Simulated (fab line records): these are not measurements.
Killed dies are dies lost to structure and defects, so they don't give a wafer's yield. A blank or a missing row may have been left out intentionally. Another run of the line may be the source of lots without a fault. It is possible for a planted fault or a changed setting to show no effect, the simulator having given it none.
Which of the tools did it?    flow gf180mcu    Sampling: 24 lots, 72 wafers, 6 of 602 route steps

## WHAT EACH GAUGE READ, for each wafer
GF_V4_OVL_MEAS_15.
lot   measured      on          V4_OVL (nm)
L074  day 24 07:10  overlay-02  -5 -10 -5
L075  day 24 12:30  overlay-01  -1 1 4
L076  day 24 23:45  overlay-02  -8 -8 -4
L077  day 25 15:04  overlay-02  5 4 8
L078  day 25 19:50  overlay-02  1 -6 -3
L079  day 26 02:25  overlay-01  -3 -5 -1
L080  day 26 16:12  overlay-02  9 2 1
L081  day 26 19:16  overlay-01  0 -6 1
L082  day 27 05:32  overlay-01  -1 0 2
L083  day 27 13:40  overlay-01  4 8 -1
L084  day 27 20:16  overlay-02  -5 2 -3
L085  day 28 03:04  overlay-01  0 -3 -4
L086  day 28 13:52  overlay-01  -2 2 -4
L087  day 28 16:25  overlay-02  8 -3 2
L088  day 28 20:38  overlay-02  2 1 -6
L089  day 29 07:28  overlay-02  8 -1 1
L090  day 29 14:04  overlay-02  1 2 -3
L091  day 29 19:41  overlay-01  -3 -10 -6
L092  day 29 21:37  overlay-02  9 2 4
L093  day 30 08:40  overlay-01  3 6 -2
L094  day 30 18:28  overlay-02  1 -10 -3
L095  day 30 20:01  overlay-02  0 -1 0
L096  day 31 04:46  overlay-02  -5 -7 7
L097  day 31 06:01  overlay-01  -20 -11 -9

GF_M5_CD_MEAS_07: target cd 280 nm.
lot   measured      on        cdNm (nm)
L074  day 26 04:29  cdSem-02  282.2 281.7 281.9
L075  day 26 07:50  cdSem-01  276.9 278.6 277.0
L076  day 26 18:31  cdSem-02  278.6 279.5 280.3
L077  day 27 10:17  cdSem-01  279.2 279.8 280.7
L078  day 27 17:41  cdSem-02  279.1 280.7 279.7
L079  day 27 22:16  cdSem-01  276.8 278.3 277.2
L080  day 28 10:19  cdSem-01  281.8 284.1 282.5
L081  day 28 13:06  cdSem-01  280.8 279.8 281.9
L082  day 28 22:53  cdSem-01  281.8 281.3 280.1
L083  day 29 07:00  cdSem-02  280.2 280.4 281.2
L084  day 29 12:45  cdSem-02  280.2 280.1 281.0
L085  day 29 18:50  cdSem-02  281.0 281.3 280.6
L086  day 30 04:59  cdSem-01  280.1 280.2 280.7
L087  day 30 07:53  cdSem-01  279.9 279.5 279.9
L088  day 30 14:17  cdSem-02  281.0 281.2 281.8
L089  day 30 21:38  cdSem-02  280.2 278.9 279.6
L090  day 31 04:29  cdSem-01  279.9 281.2 279.6
L091  day 31 11:09  cdSem-01  278.9 279.2 279.9
L092  day 31 11:50  cdSem-02  279.7 279.0 280.2
L093  day 31 21:02  cdSem-01  280.0 280.4 279.6
L094  day 32 07:04  cdSem-02  280.9 282.1 281.1
L095  day 32 08:43  cdSem-01  280.7 280.0 279.6
L096  day 32 16:13  cdSem-01  279.9 279.5 279.1
L097  day 32 17:19  cdSem-02  280.5 281.9 281.2

GF_M5_OVL_MEAS_08.
lot   measured      on          M5_OVL (nm)
L074  day 26 04:35  overlay-01  -13 -8 -10
L075  day 26 07:56  overlay-01  -10 -9 -3
L076  day 26 18:37  overlay-01  2 -13 -1
L077  day 27 10:25  overlay-01  -13 3 -1
L078  day 27 17:49  overlay-02  -5 6 -8
L079  day 27 22:22  overlay-02  4 -9 5
L080  day 28 10:26  overlay-01  -5 -11 -8
L081  day 28 13:13  overlay-01  1 0 4
L082  day 28 22:58  overlay-01  5 7 2
L083  day 29 07:07  overlay-02  -7 -12 -6
L084  day 29 12:52  overlay-02  0 1 -4
L085  day 29 18:55  overlay-01  -5 3 -8
L086  day 30 05:07  overlay-01  5 0 -3
L087  day 30 07:58  overlay-01  2 -1 -3
L088  day 30 14:25  overlay-01  -4 -8 -14
L089  day 30 21:44  overlay-01  -4 -16 4
L090  day 31 04:37  overlay-02  -2 -3 -10
L091  day 31 11:16  overlay-02  -15 -3 -10
L092  day 31 11:55  overlay-01  -8 -4 -3
L093  day 31 21:10  overlay-02  2 5 0
L094  day 32 07:11  overlay-01  -8 0 -10
L095  day 32 08:50  overlay-02  2 0 -9
L096  day 32 16:19  overlay-01  -10 -6 -2
L097  day 32 17:26  overlay-01  -13 -13 -13

GF_V5_RS_MEAS_24: measurement is done with a four-point probe.
lot   measured      on            V5_W_RS (ohm/sq)
L074  day 27 03:31  filmMetro-04  0.331 0.338 0.337
L075  day 27 07:19  filmMetro-02  0.332 0.332 0.327
L076  day 27 16:54  filmMetro-04  0.333 0.337 0.333
L077  day 28 08:11  filmMetro-04  0.334 0.331 0.335
L078  day 28 15:21  filmMetro-03  0.325 0.330 0.330
L079  day 28 20:10  filmMetro-02  0.331 0.330 0.332
L080  day 29 07:37  filmMetro-04  0.336 0.330 0.335
L081  day 29 10:34  filmMetro-04  0.327 0.329 0.327
L082  day 29 21:43  filmMetro-03  0.328 0.328 0.329
L083  day 30 04:39  filmMetro-04  0.330 0.328 0.325
L084  day 30 10:30  filmMetro-04  0.327 0.324 0.328
L085  day 30 15:51  filmMetro-02  0.332 0.331 0.331
L086  day 31 01:41  filmMetro-03  0.328 0.332 0.328
L087  day 31 03:40  filmMetro-03  0.330 0.325 0.329
L088  day 31 10:20  filmMetro-03  0.326 0.320 0.322
L089  day 31 17:58  filmMetro-03  0.323 0.330 0.323
L090  day 32 00:29  filmMetro-04  0.326 0.335 0.323
L091  day 32 06:27  filmMetro-02  0.332 0.328 0.333
L092  day 32 07:40  filmMetro-02  0.331 0.329 0.325
L093  day 32 16:29  filmMetro-02  0.329 0.327 0.335
L094  day 33 01:35  filmMetro-04  0.325 0.328 0.330
L095  day 33 03:52  filmMetro-04  0.329 0.322 0.321
L096  day 33 10:37  filmMetro-04  0.323 0.325 0.318
L097  day 33 11:39  filmMetro-02  0.336 0.333 0.325

## WHAT TOOL EACH LOT RAN ON (gives the tool, then ch and the chambers of the sampled wafers, and finally the start)
lot   GF_V4_SPUTTER_22             GF_MIM_SPUTTER_03
L074  pvdSputter-04, day 24 07:56  pvdSputter-01, day 24 08:44
L075  pvdSputter-01, day 24 13:19  pvdSputter-02, day 24 14:07
L076  pvdSputter-03, day 25 00:31  pvdSputter-04, day 25 01:18
L077  pvdSputter-04, day 25 15:50  pvdSputter-01, day 25 16:38
L078  pvdSputter-03, day 25 20:36  pvdSputter-04, day 26 00:19
L079  pvdSputter-03, day 26 03:10  pvdSputter-02, day 26 03:58
L080  pvdSputter-03, day 26 17:00  pvdSputter-01, day 26 17:49
L081  pvdSputter-03, day 26 20:01  pvdSputter-02, day 26 20:49
L082  pvdSputter-01, day 27 06:17  pvdSputter-04, day 27 07:04
L083  pvdSputter-03, day 27 14:25  pvdSputter-01, day 27 15:14
L084  pvdSputter-04, day 27 21:01  pvdSputter-01, day 27 21:49
L085  pvdSputter-01, day 28 03:49  pvdSputter-02, day 28 04:37
L086  pvdSputter-03, day 28 14:38  pvdSputter-04, day 28 15:26
L087  pvdSputter-04, day 28 17:12  pvdSputter-01, day 28 18:01
L088  pvdSputter-03, day 28 21:25  pvdSputter-04, day 29 00:33
L089  pvdSputter-01, day 29 08:13  pvdSputter-02, day 29 09:00
L090  pvdSputter-03, day 29 14:55  pvdSputter-02, day 29 15:54
L091  pvdSputter-03, day 29 20:26  pvdSputter-01, day 29 21:21
L092  pvdSputter-01, day 29 22:22  pvdSputter-02, day 29 23:09
L093  pvdSputter-01, day 30 09:25  pvdSputter-04, day 30 10:13
L094  pvdSputter-04, day 30 19:13  pvdSputter-01, day 30 20:01
L095  pvdSputter-01, day 30 20:46  pvdSputter-01, day 30 21:34
L096  pvdSputter-01, day 31 05:31  pvdSputter-04, day 31 06:22
L097  pvdSputter-03, day 31 06:46  pvdSputter-04, day 31 07:34
- GF_V4_SPUTTER_22: material TiN, target thk 10 nm, time 40 s.
- GF_MIM_SPUTTER_03: material Ti, target thk 10 nm, time 6.7 s.

## WHAT THE TOOLS THEMSELVES READ (means of the sampled wafers that have a number; where no wafer has one, the mark that the record gives instead)
GF_V4_SPUTTER_22.
lot   tool           throttleValvePct (%)
L074  pvdSputter-04  30.1
L075  pvdSputter-01  30.6
L076  pvdSputter-03  29.0
L077  pvdSputter-04  29.7
L078  pvdSputter-03  29.6
L079  pvdSputter-03  30.6
L080  pvdSputter-03  29.6
L081  pvdSputter-03  31.4
L082  pvdSputter-01  30.8
L083  pvdSputter-03  30.3
L084  pvdSputter-04  30.2
L085  pvdSputter-01  30.4
L086  pvdSputter-03  29.5
L087  pvdSputter-04  30.0
L088  pvdSputter-03  29.8
L089  pvdSputter-01  31.2
L090  pvdSputter-03  29.4
L091  pvdSputter-03  29.8
L092  pvdSputter-01  30.7
L093  pvdSputter-01  30.6
L094  pvdSputter-04  30.3
L095  pvdSputter-01  31.2
L096  pvdSputter-01  31.0
L097  pvdSputter-03  28.6

GF_MIM_SPUTTER_03.
lot   tool           throttleValvePct (%)
L074  pvdSputter-01  31.2
L075  pvdSputter-02  29.9
L076  pvdSputter-04  30.0
L077  pvdSputter-01  30.5
L078  pvdSputter-04  29.9
L079  pvdSputter-02  30.4
L080  pvdSputter-01  30.8
L081  pvdSputter-02  30.4
L082  pvdSputter-04  30.7
L083  pvdSputter-01  31.2
L084  pvdSputter-01  31.4
L085  pvdSputter-02  30.6
L086  pvdSputter-04  30.0
L087  pvdSputter-01  31.3
L088  pvdSputter-04  29.6
L089  pvdSputter-02  29.7
L090  pvdSputter-02  30.2
L091  pvdSputter-01  30.7
L092  pvdSputter-02  30.6
L093  pvdSputter-04  30.0
L094  pvdSputter-01  31.1
L095  pvdSputter-01  30.5
L096  pvdSputter-04  29.5
L097  pvdSputter-04  29.6

## THE ANSWER, worked out from the rows above alone
Rule: the lots themselves supply what counts as usual. Put in order of their means at a reading, lots are off if they are a third of the lots or fewer, leave a main group of 4 or more, and stand apart from it by a gap of 3 or more times the standard deviation of the main group's means; of several such gaps the widest counts. If all means in a main group match to the digits the tables above print for the reading, that group is not used. A lot without any number at a reading at which 4 lots or more have one is off too. Any other lot the step has rows for is counted as sound. Order of review: gauges by route order, followed by the tools' own readings, for which a lot's mean as printed above is used. The first step at which some lot is off is used, and at that step the reading that is off furthest; a lot without a number counts as furthest.
Across all readings shown, no lot is off: no conclusion can be drawn from this.

## WHAT WAS PUT IN BY THE SIMULATOR
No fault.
